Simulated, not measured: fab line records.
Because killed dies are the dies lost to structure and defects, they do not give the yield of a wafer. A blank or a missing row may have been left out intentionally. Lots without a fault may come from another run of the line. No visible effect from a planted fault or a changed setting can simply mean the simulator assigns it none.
8D (eight disciplines) problem report, filled in by code ; flow sky130 ; the parts of the form that need people (team, actions taken, sign-off) are left out

== 1. PROBLEM STATEMENT ==
Mean of oes product au at SKY_METAL2_ETCH_18: 0.768 a.u. across 2 wafers in 2 lots; on wafers with no fault it is 0.854 a.u. (standard deviation 0.0046). Measured from the usual mean, that is -19 standard deviations.
The step: etches BARC in N2/H2, stops on SiO2, time 45.9 s, target depth 60 nm.
Earliest sighting: wafer L854.4 on rie metal-03 at day 40 11:54. The record has a number at this step for 28 wafers belonging to 10 lots. Rule for "out" (also "out of limits"): further than 4 standard deviations from the usual mean. The rest of the wafers with a number are treated as sound.

== 2. WHAT THIS IS AND IS NOT ==
question;is;is not
which readings at this step;oes product au;drypump motor current A
which lots;L854, L857;L842, L844, L846, L847, L850, L860, L861, L862
which wafers of those lots;L854.4, L857.6;L854.1, L857.1
read on which tools;rie metal-03;rie metal-01, rie metal-04
when;from day 40 11:54;"up to then (16 sound wafers); but 10 sound wafers of L857, L860, L861, L862 came after"

== 3. WHAT RULES OUT EACH SUSPECT ==
Counting: a tool at a process step up to the reading stays a suspect if it ran every lot that is out. Sound lots after the first of them don't rule it out here, since some wafers of a struck lot are sound.
- plasma asher-02 at SKY_NWELL_STRIP_25 (strips in O2/N2): kept. It ran every lot that is out, first L854 (day 9 02:26); its last sound lot up to then is L844 (day 6 14:02).
- plasma asher-03 at SKY_VT_ADJUST_LVTN_STRIP_09 (strips in O2/N2): kept. It ran every lot that is out, first L854 (day 11 01:14); its last sound lot up to then is L850 (day 10 00:05).
- rie metal-03 at SKY_METAL2_ETCH_18 (etches BARC in N2/H2, stops on SiO2, time 45.9 s, target depth 60 nm): kept. It ran every lot that is out, first L854 (day 40 11:54); its last sound lot up to then is L850 (day 39 07:22). Out on those wafers are its own readings of oes product au.
plasma asher-02 at SKY_NWELL_STRIP_25, plasma asher-03 at SKY_VT_ADJUST_LVTN_STRIP_09 and rie metal-03 at SKY_METAL2_ETCH_18 are what is left after counting.

== 4. THE CAUSE (what the simulator had put in) ==
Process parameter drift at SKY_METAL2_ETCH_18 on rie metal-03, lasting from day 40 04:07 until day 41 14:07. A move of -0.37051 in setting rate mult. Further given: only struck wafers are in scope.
After counting, 3 suspects remain, this tool included.

== 5. SEQUENCE OF EFFECTS, ordered by route ==
Rows list readings where the struck wafers' mean (over those with a number) sits beyond 3 standard deviations from the usual. Scope: only readings with a usual standard deviation given in the record; hours: median across lots of the time from each lot's start at the first step in this table that gives one to its start at this step; sigmas: change in usual standard deviations.
hours;step;reading;usual;on struck wafers;change;sigmas
0;SKY_METAL2_ETCH_18;oes product au;0.854 a.u.;0.768;-0.086;-19
0;SKY_METAL2_STRIP_20;strip time to endpoint s;2.682 s;2.832;+0.150;+5.2
Process steps it contains:
- SKY_METAL2_ETCH_18: etches BARC in N2/H2, stops on SiO2, time 45.9 s, target depth 60 nm.
- SKY_METAL2_STRIP_20: strips in O2/N2.

== 6. WHAT WOULD HAVE CAUGHT IT SOONER ==
In this record no reading fell out of limits until day 40 11:54, 8 hours after the fault had begun at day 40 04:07.
